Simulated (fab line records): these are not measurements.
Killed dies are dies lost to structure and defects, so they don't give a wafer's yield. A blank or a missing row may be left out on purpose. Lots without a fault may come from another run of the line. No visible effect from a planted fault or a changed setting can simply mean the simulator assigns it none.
fab line records    flow sky130
record lots=6  wafers=18  last-day=52
route steps=708 shown DNWELL@39 PWDE@45
lots with no fault: from the same line, run without faults
start-h: hours from the record's first day to the start of the lot's first wafer shown    wait-h: hours from the lot's prior step to this one    " as in the row above    L1.1+2: several wafers, shown together as one row    - value missing, or start not given    * or withheld: withheld    < > ~ a bound
route shown NAME@n: names a module that has steps shown in the file, with the first one's number in the route    usual: mean/standard deviation taken from wafers without a fault    same: alike in all rows    chamber/n: place in a boat    sites: each site's reading    _std_site: the standard deviation of these    _edge_site: inner sites' mean taken away from outer sites' mean    radius-mm: how far each site lies from the wafer's centre    mask NAME#n: copy n    behind: the most recent tool/chamber to have shaped the wafer    hold: the reason the lot was held/the length of the hold in hours/how it ended    device: the transistor (n, p or np) that didn't switch    end of line: the route-end tests of the same wafers    a step given without rows: its recipe and nothing more    killed: dies lost to structure and defects at the first sort, not the wafer's yield    map: shows each die of a wafer: x if killed, . if not, _ if none is there
set.NAME: setting as actually run; set.NAME@STEP: the setting as run at that earlier step    model.NAME: the simulator's own value behind a step, which no gauge read
lots at selected steps of the route; one table per step, one row per wafer
services: from which hour (start-h, from the record's first day; less than 0 if before it) a tool's chamber was out of use, for how many hours, and why
## steps
# step SKY_DNWELL_EXPOSE_04
# recipe mask-id=DNM  na=0.57  target-cd-nm=3000  dose-mj=222
# step SKY_DNWELL_PEB_05
# recipe temp-c=115  time-s=withheld
# step SKY_DNWELL_DEVELOP_06
# recipe wall-angle-deg=90  developer=TMAH  develop-time-s=60  dev-temp-c=23
# step SKY_DNWELL_IMPLANT_07
# recipe species=P  energy-kev=withheld  dose-cm2=withheld  tilt-deg=withheld
# step SKY_DNWELL_STRIP_08
# recipe chemistry=O2/N2  power-w=1400  pressure-mtorr=1500  platen-temp-c=withheld  o2-flow-sccm=3000  n2-flow-sccm=300  overash-fraction=0.5
# usual drypump-motor-current-A=5.85/0.27  oes-product-au=0.722/0.0044  strip-time-to-endpoint-s=36.90/0.12
lot.wafer  tool             chamber  start-h  wait-h  drypump-motor-current-A  oes-product-au  rf-hours-counter-h  strip-time-to-endpoint-s
L563.2     plasma-asher-04  0        56.74    0.1     5.57                     0.723           39                  36.99
L563.4     "                1        "        "       5.88                     0.724           -                   36.93
L563.5     "                1        "        "       5.91                     0.724           -                   36.97
L568.3     plasma-asher-03  0        84.99    0.1     5.85                     0.724           -                   36.88
L568.4     "                1        "        "       6.16                     0.733           -                   36.87
L568.5     "                0        "        "       5.82                     0.717           -                   36.90
L569.1     plasma-asher-04  0        92.34    0.1     5.55                     0.717           42                  36.76
L569.3     "                1        "        "       5.90                     0.719           -                   36.84
L569.5     "                0        "        "       5.54                     0.727           -                   36.66
L577.3     plasma-asher-03  1        130.25   0.1     6.18                     0.732           -                   36.74
L577.4     "                0        "        "       5.85                     0.723           -                   36.73
L577.6     "                1        "        "       6.16                     0.725           -                   36.69
L579.2     plasma-asher-03  0        137.64   0.1     5.83                     0.725           30                  37.01
L579.4     "                1        "        "       6.16                     0.724           -                   36.96
L579.5     "                0        "        "       5.83                     0.723           -                   37.04
L582.1     plasma-asher-04  1        246.76   0.1     5.86                     0.717           56                  36.85
L582.5     "                1        "        "       5.94                     0.728           -                   36.95
L582.6     "                0        "        "       5.57                     0.714           -                   36.85
# step SKY_DNWELL_TW_MEAS_09
# usual DNWELL_TW=1110/11
lot.wafer  tool           chamber  start-h  wait-h  DNWELL_TW
L563.2     film-metro-01  -        56.85    0.1     1102
L563.4     "              -        "        "       1096
L563.5     "              -        "        "       1097
L568.3     film-metro-02  -        85.08    0.1     1113
L568.4     "              -        "        "       1106
L568.5     "              -        "        "       1111
L569.1     film-metro-03  -        92.44    0.1     1128
L569.3     "              -        "        "       1129
L569.5     "              -        "        "       1126
L577.3     film-metro-03  -        130.33   0.1     1125
L577.4     "              -        "        "       1125
L577.6     "              -        "        "       1132
L579.2     film-metro-03  -        137.75   0.1     1120
L579.4     "              -        "        "       1115
L579.5     "              -        "        "       1123
L582.1     film-metro-01  -        246.86   0.1     1099
L582.5     "              -        "        "       1097
L582.6     "              -        "        "       1096
# step SKY_PWDE_DEHYDRATE_00
# recipe temp-c=200  time-s=60
# step SKY_PWDE_HMDS_01
# recipe prime-time-s=60  prime-temp-c=120
# step SKY_PWDE_COAT_02
# recipe spin-rpm=2000  resist-thk-nm=3000
# step SKY_PWDE_SOFTBAKE_03
# recipe temp-c=110  time-s=withheld
# step SKY_PWDE_EXPOSE_04
# recipe mask-id=PWDEM  na=0.6  source-shape=conventional  sigma-outer=0.6  polarization=unpolarized  target-cd-nm=840  dose-mj=214
# step SKY_PWDE_PEB_05
# recipe temp-c=115  time-s=withheld
# step SKY_PWDE_DEVELOP_06
# recipe wall-angle-deg=90  developer=TMAH  develop-time-s=60  dev-temp-c=23
# usual chill-plate-temp-C=23.02/0.1  develop-time-s=60/0  exhaust-pa=45.0/0.95
lot.wafer  tool            chamber  start-h  wait-h  chill-plate-temp-C  develop-time-s  exhaust-pa
L563.2     litho-track-02  0        72       -       22.97               60              45.8
L563.4     "               0        "        "       22.98               60              45.4
L563.5     "               0        "        "       23.11               60              44.6
L568.3     litho-track-02  -        103      -       -                   -               -
L568.4     "               -        "        "       -                   -               -
L568.5     "               -        "        "       -                   -               -
L569.1     litho-track-02  -        109      -       -                   -               -
L569.3     "               -        "        "       -                   -               -
L569.5     "               -        "        "       -                   -               -
L577.3     litho-track-04  0        144      -       23.04               60              45.4
L577.4     "               0        "        "       22.97               60              45.6
L577.6     "               0        "        "       23.02               60              44.3
L579.2     litho-track-03  0        151      -       23.04               60              46.1
L579.4     "               0        "        "       22.93               60              46.0
L579.5     "               0        "        "       23.09               60              45.9
L582.1     litho-track-03  0        267      -       23.01               60              43.9
L582.5     "               0        "        "       23.03               60              43.5
L582.6     "               0        "        "       22.90               60              43.6
# step SKY_PWDE_OVL_MEAS_07
# usual PWDE_OVL=-1.7/1.8
lot.wafer  tool        chamber  start-h  wait-h  PWDE_OVL[nm]
L563.2     overlay-02  -        72.54    -       3.4
L563.4     "           -        "        "       3.6
L563.5     "           -        "        "       2.2
L568.3     overlay-02  -        103.25   -       -
L568.4     "           -        "        "       -
L568.5     "           -        "        "       -
L569.1     overlay-01  -        109.99   -       -
L569.3     "           -        "        "       -
L569.5     "           -        "        "       -
L577.3     overlay-02  -        144.82   -       -0.6
L577.4     "           -        "        "       1.1
L577.6     "           -        "        "       0.2
L579.2     overlay-02  -        151.59   -       -3.4
L579.4     "           -        "        "       -1.6
L579.5     "           -        "        "       -2.6
L582.1     overlay-01  -        267.49   -       0.4
L582.5     "           -        "        "       1.5
L582.6     "           -        "        "       0.3
## services
tool             chamber  start-h  hours  kind
plasma-asher-04  -        37.63    0.7    repair
plasma-asher-03  -        90.53    4.4    repair
plasma-asher-03  -        95.49    8.4    repair
plasma-asher-04  -        228.94   2.8    pm
## key
first-sign step=SKY_PWDE_DEVELOP_06  reading=tool-record  direction=missing
effect none on later readings
met-at SKY_PWDE_DEVELOP_06
struck-wafers L568.3,L568.4,L568.5,L569.1,L569.3,L569.5
sort-left-out L568.3,L568.4,L568.5,L569.1,L569.3,L569.5
tester-left-out L568,L569
onset-between 72 103
fault kind=skipped-step-whole  tool=litho-track-02  chamber=-  onset-h=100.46  steps=SKY_PWDE_DEVELOP_06  scope=struck-lots-only
# tester-left-out: of these lots the tester's yield and bins aren't shown, on N5 and GAA mostly nor the transistor test; their killed dies are dies lost to structure and defects alone, not to doping, threshold or leakage, so they don't give the yield
# sort-left-out: the simulated sort isn't trusted on such a fault, so these wafers' sort isn't shown, and their yield isn't known
